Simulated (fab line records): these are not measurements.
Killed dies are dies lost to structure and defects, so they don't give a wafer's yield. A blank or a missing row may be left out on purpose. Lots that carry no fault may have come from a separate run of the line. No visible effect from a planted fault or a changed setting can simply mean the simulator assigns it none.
Comparing a struck lot with a sound one ; flow sfq_line ; 14 steps out of a route of 325
Sound: these wafers, L261.1, L261.2, L261.5. Struck: wafers L273.1, L273.6 (left out: L273.5, a lot-mate that was not struck); the cause follows at the end.
Each step with rows lists, per side, the tool, then ch with its chambers, then its first start. Under that, the readings that differ: sound wafers ; struck wafers ; difference of the means ; sigmas: that difference in standard deviations of wafers without a fault.
alike: words and numbers the same on both sides, and readings whose means are apart by under 2 such deviations; not compared: readings that were withheld, readings missing a value for some wafer, numbers with overlapping values and no deviation given by the record, and bounds like >300 which may hide the same value.
A row with sigmas, a row that says differs or no value, or rows on one side alone: a step with any of these is where the two part. Non-overlapping numbers with no deviation appear without sigmas and do not part them. Lack of a reading on every wafer of one side parts them only where that side has two or more wafers.

first, 6 steps without rows for these wafers: SFQ_TRILAYER_M3_LITHO_COAT_080 (resist thk 62 nm); SFQ_TRILAYER_M3_LITHO_COAT_075 (resist thk 600 nm); SFQ_TRILAYER_M3_LITHO_SOFTBAKE_079; SFQ_TRILAYER_M3_LITHO_EXPOSE_076 (exposes mask M3, target cd 500 nm); SFQ_TRILAYER_M3_LITHO_PEB_078 (peb time 60 s); SFQ_TRILAYER_M3_LITHO_DEVELOP_077 (time 60 s).
SFQ_M3_OVL_MEAS_921:
  sound on overlay-01 at day 37 23:46; struck on overlay-01 at day 47 02:28
reading;sound;struck;difference;sigmas
M3_OVL (nm);-9 -1 -7;3 4;+9;+2
SFQ_TRILAYER_M3_BARC_OPEN_METAL_ETCH_100: etches BARC in O2, target depth 125 nm, time 41.7 s.
  sound on rie_metal-02 ch 0,1, day 37 23:47; struck on rie_metal-03 ch 0,1, day 47 02:29
reading;sound;struck;difference;sigmas
drypump_motor_current_A (A);4.8 6.0 4.9;6.3 6.4;+1.1;+2
  alike: oes_product_au
  not compared: rf_hours_counter_h
SFQ_TRILAYER_M3_ETCH_METAL_ETCH_078: etches Nb in Cl2/Ar, stops on SiO2, target depth 240 nm, time 120 s.
  sound on rie_metal-02 ch 0,1, day 37 23:51; struck on rie_metal-03 ch 0,1, day 47 02:33
reading;sound;struck;difference;sigmas
drypump_motor_current_A (A);4.8 6.0 4.8;6.3 6.5;+1.2;+2
  alike: oes_product_au
  not compared: rf_hours_counter_h
SFQ_TRILAYER_M3_STRIP_STRIP_079: strips in O2.
  sound on rie_metal-02 ch 0,1, day 37 23:59; struck on rie_metal-03 ch 0,1, day 47 02:41
reading;sound;struck;difference;sigmas
drypump_motor_current_A (A);4.8 6.0 4.8;6.3 6.5;+1.2;+2
  alike: oes_product_au
  not compared: rf_hours_counter_h
then, 1 step without rows for these wafers: SFQ_TRILAYER_M3_STRIP_SOLV_CLEAN_080 (cleans in NMP, time 600 s).
SFQ_TRILAYER_I3_DEP_PECVD_081: deposits SiO2 from SiH4/N2O, time 111.11 s, target thk 500 nm.
  sound on pecvd-01 ch 0,1,2, day 38 00:45; struck on pecvd-03 ch 0,1, day 47 03:27
  alike: heater_power_w, throttle_valve_pct
SFQ_TRILAYER_I3_CMP_CMP_082: polishes SiO2.
  sound on cmp-02 ch 0,2,3, day 39 17:11; struck on cmp-02 ch 1,3, day 48 05:51
reading;sound;struck;difference;sigmas
time_to_endpoint_s (s);212 212 221;122 120;-94;-11
  alike: motor_current_A
SFQ_I3_BOW_MEAS_922:
  sound on film_metro-04 at day 39 20:11; struck on film_metro-03 at day 48 07:21
  alike: I3_BOW

## WHERE THEY PART
At SFQ_M3_OVL_MEAS_921 first; at SFQ_TRILAYER_I3_CMP_CMP_082 last (within this record only). Later steps at which nothing parts them and some readings are alike: SFQ_I3_BOW_MEAS_922.

WHY: the cause the simulator had injected
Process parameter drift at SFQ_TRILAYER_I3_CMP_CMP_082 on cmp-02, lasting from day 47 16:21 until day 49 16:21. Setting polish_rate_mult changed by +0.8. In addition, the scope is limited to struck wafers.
